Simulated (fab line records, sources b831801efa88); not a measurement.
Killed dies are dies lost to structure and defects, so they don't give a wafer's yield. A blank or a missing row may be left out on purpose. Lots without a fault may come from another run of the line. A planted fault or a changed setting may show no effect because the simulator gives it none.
fab line records | flow sky130
record lots=12 wafers=33 last_day=50
route steps=708 shown LOCAL_INTERCONNECT@398 CONTACT@430 METAL1@450 VIA1@459
lots that met no fault: from a run of the same line without faults
start_h: hours from the record's first day to the start of the lot's first wafer shown | wait_h: hours since the lot's step before | " the same as in the row above | L1.1+2: a row that stands for several wafers | - no value, or no start given | * or withheld: withheld | < > ~ a bound
route shown NAME@n: a module of which the file shows steps, and the number in the route of the first | usual: mean/standard deviation of fault-free wafers | same: alike in all rows | chamber/n: place in a boat | sites: the reading at each site | _std_site: their standard deviation | _edge_site: outer sites' mean less inner sites' | radius_mm: how far each site lies from the wafer's centre | mask NAME#n: copy n | behind: the tool/chamber that last shaped the wafer | hold: why the lot was held/for how many hours/how that ended | device: the transistor (n, p or np) that didn't switch | end of line: the same wafers' tests at the end of the route | a step without rows: its recipe alone | killed: dies lost to structure and defects at the first sort, not the wafer's yield | map: a wafer's dies, x killed, . not, _ none there
set.NAME: the setting as run; set.NAME@STEP: as run at that earlier step | model.NAME: the simulator's own value behind a step, which no gauge read
steps of the route over a sample of lots; a table a step, a row a wafer
services: from which hour (start_h, from the record's first day; less than 0 if before it) a tool's chamber was out of use, for how many hours, and why
## steps
# step SKY_LOCAL_INTERCONNECT_CD_MEAS_11
# recipe target_cd_nm=170
# usual cd_nm=169.7/1.5
# columns lot.wafer tool chamber start_h wait_h cd_nm
L739.3 cd_sem-02 - 737.45 - 169.2
L739.4 " - " " 168.6
L739.5 " - " " 169.7
L740.3 cd_sem-01 - 744.68 - 168.4
L740.5 " - " " 168.8
L740.6 " - " " 170.6
L742.3 cd_sem-02 - 757.35 - 169.1
L742.5 " - " " 169.6
L742.6 " - " " 169.1
L745.3 cd_sem-02 - 778.73 - 167.5
L745.4 " - " " 168.3
L745.5 " - " " 169.0
L747.1 cd_sem-01 - 801.20 - 168.4
L747.4 " - " " 169.3
L747.6 " - " " 169.7
L748.1 cd_sem-02 - 803.71 - 171.3
L748.4 " - " " 171.2
L749.2 cd_sem-01 - 814.72 - 169.5
L749.6 " - " " 171.8
L750.2 cd_sem-01 - 819.47 - 166.9
L750.6 " - " " 168.2
L752.1 cd_sem-01 - 827.45 - 170.0
L752.2 " - " " 169.7
L752.3 " - " " 170.3
L756.2 cd_sem-02 - 864.42 - 170.5
L756.3 " - " " 170.9
L756.4 " - " " 171.0
L757.4 cd_sem-01 - 866.51 - 169.2
L757.5 " - " " 167.5
L757.6 " - " " 168.2
L759.1 cd_sem-02 - 884.11 - 168.0
L759.2 " - " " 169.0
L759.5 " - " " 167.0
# step SKY_CONTACT_CVD_24
# recipe material=W target_thk_nm=340 time_s=102.12 temp_c=400 pressure_torr=40
# usual heater_power_w=751/59
# columns lot.wafer tool chamber start_h wait_h heater_power_w
L739.3 cvd_w-02 1 767.67 0.1 797
L739.4 " 0 " " 667
L739.5 " 1 " " 790
L740.3 cvd_w-02 1 774.52 0.1 809
L740.5 " 1 " " 785
L740.6 " 0 " " 675
L742.3 cvd_w-01 1 786.30 0.1 724
L742.5 " 1 " " 701
L742.6 " 0 " " 811
L745.3 cvd_w-02 1 807.16 0.1 772
L745.4 " 0 " " 691
L745.5 " 1 " " 786
L747.1 cvd_w-02 1 830.06 0.0 820
L747.4 " 1 " " 782
L747.6 " 1 " " 785
L748.1 cvd_w-02 0 832.62 0.0 669
L748.4 " 1 " " 809
L749.2 cvd_w-02 0 843.51 0.0 672
L749.6 " 0 " " 695
L750.2 cvd_w-02 1 848.35 0.0 790
L750.6 " 1 " " 788
L752.1 cvd_w-01 1 855.83 0.0 690
L752.2 " 0 " " 818
L752.3 " 0 " " 832
L756.2 cvd_w-01 0 893.05 0.0 805
L756.3 " 1 " " 709
L756.4 " 0 " " 789
L757.4 cvd_w-01 1 894.89 0.1 733
L757.5 " 1 " " 702
L757.6 " 0 " " 792
L759.1 cvd_w-02 1 911.79 0.0 787
L759.2 " 1 " " 789
L759.5 " 1 " " 796
# step SKY_CONTACT_RS_MEAS_25
# recipe thk_meas_gauge=four-point-probe reads=W_of_CONTACT_CVD_24+TiN_of_CONTACT_SPUTTER_23
# usual CONTACT_W_RS=0.341/0.0047
# columns lot.wafer tool chamber start_h wait_h hold CONTACT_W_RS[ohm/sq]
L739.3 film_metro-03 - 767.78 0.1 - 0.349
L739.4 " - " " - 0.340
L739.5 " - " " - 0.349
L740.3 film_metro-02 - 774.63 0.1 - 0.346
L740.5 " - " " - 0.348
L740.6 " - " " - 0.341
L742.3 film_metro-02 - 786.41 0.1 - 0.336
L742.5 " - " " - 0.338
L742.6 " - " " - 0.336
L745.3 film_metro-03 - 807.28 0.1 - 0.350
L745.4 " - " " - 0.341
L745.5 " - " " - 0.351
L747.1 film_metro-01 - 830.17 0.1 - 0.343
L747.4 " - " " - 0.344
L747.6 " - " " - 0.347
L748.1 film_metro-02 - 832.73 0.1 await_dispo/0.2h/release 0.334
L748.4 " - " " await_dispo/0.2h/release 0.254
L748.1 film_metro-02 - 833.02 0.3 - 0.334
L748.4 " - " " - 0.254
L749.2 film_metro-03 - 843.64 0.1 await_dispo/0.2h/release 0.339
L749.6 " - " " await_dispo/0.2h/release 0.252
L749.2 film_metro-03 - 843.93 0.3 - 0.339
L749.6 " - " " - 0.252
L750.2 film_metro-02 - 848.48 0.1 await_dispo/0.2h/release 0.347
L750.6 " - " " await_dispo/0.2h/release 0.256
L750.2 film_metro-02 - 848.77 0.3 - 0.347
L750.6 " - " " - 0.257
L752.1 film_metro-03 - 855.94 0.1 - 0.343
L752.2 " - " " - 0.344
L752.3 " - " " - 0.343
L756.2 film_metro-01 - 893.18 0.1 - 0.340
L756.3 " - " " - 0.341
L756.4 " - " " - 0.339
L757.4 film_metro-03 - 895.02 0.1 - 0.340
L757.5 " - " " - 0.344
L757.6 " - " " - 0.339
L759.1 film_metro-03 - 912.01 0.2 - 0.347
L759.2 " - " " - 0.349
L759.5 " - " " - 0.347
# step SKY_CONTACT_THK_MEAS_26
# recipe thk_meas_gauge=xrf reads=W_of_CONTACT_CVD_24
# usual CONTACT_W_THK=338/4.6
# columns lot.wafer tool chamber start_h wait_h hold CONTACT_W_THK[nm]
L739.3 film_metro-03 - 767.88 0.1 - 332
L739.4 " - " " - 338
L739.5 " - " " - 331
L740.3 film_metro-02 - 774.73 0.1 - 329
L740.5 " - " " - 326
L740.6 " - " " - 337
L742.3 film_metro-02 - 786.51 0.1 - 339
L742.5 " - " " - 337
L742.6 " - " " - 340
L745.3 film_metro-03 - 807.38 0.1 - 332
L745.4 " - " " - 339
L745.5 " - " " - 331
L747.1 film_metro-01 - 830.29 0.1 - 336
L747.4 " - " " - 334
L747.6 " - " " - 332
L748.1 film_metro-02 - 839.97 6.9 await_dispo/0.2h/release 340
L748.4 " - " " await_dispo/0.2h/release 450
L748.1 film_metro-02 - 840.19 0.2 - 342
L748.4 " - " " - 448
L749.2 film_metro-03 - 846.74 2.8 await_dispo/0.2h/release 344
L749.6 " - " " await_dispo/0.2h/release 463
L749.2 film_metro-03 - 846.97 0.2 - 343
L749.6 " - " " - 460
L750.2 film_metro-02 - 854.33 5.5 await_dispo/0.2h/release 329
L750.6 " - " " await_dispo/0.2h/release 444
L750.2 film_metro-02 - 854.55 0.2 - 326
L750.6 " - " " - 441
L752.1 film_metro-03 - 856.06 0.1 - 339
L752.2 " - " " - 337
L752.3 " - " " - 341
L756.2 film_metro-01 - 893.29 0.1 - 340
L756.3 " - " " - 337
L756.4 " - " " - 337
L757.4 film_metro-03 - 895.11 0.1 - 343
L757.5 " - " " - 340
L757.6 " - " " - 342
L759.1 film_metro-03 - 912.13 0.1 - 334
L759.2 " - " " - 335
L759.5 " - " " - 336
# step SKY_CONTACT_CMP_27
# recipe stop_on=SiO2 t_overpolish_s=15 down_force_psi=3.5 platen_rpm=60 target_thk_nm=0 pad_velocity_m_s=0.94248
# usual motor_current_A=11.3/1.5 time_to_endpoint_s=80/3.5
# columns lot.wafer tool chamber start_h wait_h hold motor_current_A time_to_endpoint_s
L739.4 cmp-01 1 767.92 0.0 - 8.4 77
L739.3 " 2 " " - 12.8 75
L739.5 " 1 " " - 8.6 76
L740.3 cmp-01 0 774.92 0.2 - 12.2 77
L740.5 " 1 " " - 8.6 78
L740.6 " 2 " " - 12.4 76
L742.3 cmp-01 3 786.55 0.0 - 11.2 84
L742.5 " 3 " " - 10.1 83
L742.6 " 0 " " - 13.0 77
L745.3 cmp-02 1 807.52 0.1 - 11.5 74
L745.4 " 2 " " - 12.4 81
L745.5 " 0 " " - 11.4 78
L747.1 cmp-01 1 830.35 0.1 - 8.1 82
L747.4 " 2 " " - 12.4 79
L747.6 " 2 " " - 11.7 83
L748.1 cmp-02 3 841.37 1.2 await_dispo/1.1h/release 12.8 86
L748.4 " 2 " " await_dispo/1.1h/release 11.5 111
L749.2 cmp-01 2 851.55 4.6 await_dispo/4.4h/release 12.6 77
L749.6 " 0 " " await_dispo/4.4h/release 13.1 108
L752.1 cmp-01 3 856.12 0.1 - 10.6 83
L752.2 " 1 " " - 8.0 79
L752.3 " 2 " " - 11.9 78
L750.2 cmp-01 2 858.30 3.7 await_dispo/3.3h/release 12.6 83
L750.6 " 3 " " await_dispo/3.3h/release 11.0 113
L756.4 cmp-01 0 893.34 0.0 - 12.7 81
L756.2 " 1 " " - 8.6 78
L756.3 " 3 " " - 10.8 83
L757.4 cmp-01 3 895.29 0.2 - 10.3 84
L757.5 " 0 " " - 12.6 80
L757.6 " 1 " " - 8.4 81
L759.2 cmp-01 2 912.19 0.0 - 12.3 73
L759.1 " 0 " " - 13.0 74
L759.5 " 2 " " - 11.6 71
# step SKY_METAL1_OVL_MEAS_16
# usual METAL1_OVL=4/5.2
# columns lot.wafer tool chamber start_h wait_h METAL1_OVL[nm]
L739.3 overlay-02 - 795.51 0.1 6
L739.4 " - " " 1
L739.5 " - " " -1
L740.3 overlay-02 - 800.98 0.1 7
L740.5 " - " " 3
L740.6 " - " " 5
L742.3 overlay-02 - 813.51 0.1 8
L742.5 " - " " 4
L742.6 " - " " 11
L745.3 overlay-02 - 834.23 0.1 -5
L745.4 " - " " 1
L745.5 " - " " -9
L747.1 overlay-01 - 857.47 0.1 3
L747.4 " - " " 3
L747.6 " - " " 2
L748.1 overlay-02 - 859.80 0.1 -2
L748.4 " - " " -12
L749.2 overlay-01 - 870.41 0.1 7
L749.6 " - " " 15
L750.2 overlay-02 - 875.36 0.1 4
L750.6 " - " " 0
L752.1 overlay-01 - 882.48 0.1 3
L752.2 " - " " 9
L752.3 " - " " 7
L756.2 overlay-01 - 918.58 0.1 2
L756.3 " - " " -6
L756.4 " - " " -1
L757.4 overlay-02 - 920.94 0.1 2
L757.5 " - " " -5
L757.6 " - " " 5
L759.1 overlay-01 - 937.42 0.1 10
L759.2 " - " " 8
L759.5 " - " " 12
# step SKY_VIA1_THK_MEAS_01
# recipe reads=SiO2_of_VIA1_HDPCVD_00
# usual VIA1_HDPCVD_THK=1028/12
# columns lot.wafer tool chamber start_h wait_h VIA1_HDPCVD_THK[nm]
L739.3 film_metro-04 - 796.44 0.1 1007
L739.4 " - " " 1028
L739.5 " - " " 1025
L740.3 film_metro-04 - 801.93 0.1 1011
L740.5 " - " " 1034
L740.6 " - " " 1009
L742.3 film_metro-04 - 814.49 0.1 1023
L742.5 " - " " 1041
L742.6 " - " " 1020
L745.3 film_metro-03 - 835.17 0.1 1042
L745.4 " - " " 1021
L745.5 " - " " 1034
L747.1 film_metro-03 - 858.43 0.1 1016
L747.4 " - " " 1025
L747.6 " - " " 1015
L748.1 film_metro-03 - 860.72 0.1 1025
L748.4 " - " " 1017
L749.2 film_metro-04 - 871.33 0.1 1032
L749.6 " - " " 1018
L750.2 film_metro-02 - 876.28 0.1 1040
L750.6 " - " " 1038
L752.1 film_metro-03 - 883.40 0.1 1021
L752.2 " - " " 1028
L752.3 " - " " 1013
L756.2 film_metro-04 - 919.51 0.1 1032
L756.3 " - " " 1047
L756.4 " - " " 1041
L757.4 film_metro-02 - 921.88 0.0 1016
L757.5 " - " " 1026
L757.6 " - " " 1039
L759.1 film_metro-03 - 938.35 0.1 1013
L759.2 " - " " 1014
L759.5 " - " " 1028
## services
# columns tool chamber start_h hours kind
cmp-01 - 744.26 4.0 pm
cmp-01 - 748.26 - consumable_replace:conditioner
cmp-01 - 748.26 - consumable_replace:pad
cmp-02 - 754.58 13.4 pm
cmp-01 - 768.22 3.5 pm
cmp-02 - 779.32 2.6 repair
cmp-01 - 792.67 9.6 pm
cvd_w-01 - 861.03 1.5 repair
cmp-02 - 865.27 7.5 pm
cmp-02 - 880.08 1.1 repair
cmp-02 - 884.18 3.6 pm
cmp-01 - 898.90 2.1 repair
cvd_w-01 - 904.00 14.0 pm
cvd_w-01 0 904.00 23.7 vent_cycle
cvd_w-01 1 904.00 14.0 vent_cycle
cvd_w-02 0 910.81 16.9 repair
cmp-02 - 912.00 4.0 pm
## key
first_sign step=SKY_CONTACT_RS_MEAS_25 reading=visit direction=added
effect step=SKY_CONTACT_RS_MEAS_25 reading=CONTACT_W_RS direction=down sigmas=18 usual=0.341 struck=0.254
effect step=SKY_CONTACT_THK_MEAS_26 reading=visit direction=added
effect step=SKY_CONTACT_THK_MEAS_26 reading=CONTACT_W_THK direction=up sigmas=25 usual=338 struck=452
effect step=SKY_CONTACT_CMP_27 reading=time_to_endpoint_s direction=up sigmas=8.7 usual=* struck=*
met_at SKY_CONTACT_CVD_24
struck_lots L748,L749,L750
struck_wafers L748.4,L749.6,L750.6
tester_left_out L748,L749,L750
not_acting_at SKY_LOCAL_INTERCONNECT_CD_MEAS_11,SKY_METAL1_OVL_MEAS_16,SKY_VIA1_THK_MEAS_01
onset_between 830.06 832.62
fault kind=process_parameter_drift tool=cvd_w-02 chamber=- onset_h=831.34 steps=SKY_CONTACT_CVD_24 channel=target_thk_nm offset=119.75 shape=step end_h=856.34 scope=struck_wafers_only acts_in=these_recipes_only stated=340
# tester_left_out: of these lots the tester's yield and bins aren't shown, on N5 and GAA mostly nor the transistor test; their killed dies are dies lost to structure and defects alone, not to doping, threshold or leakage, so they don't give the yield
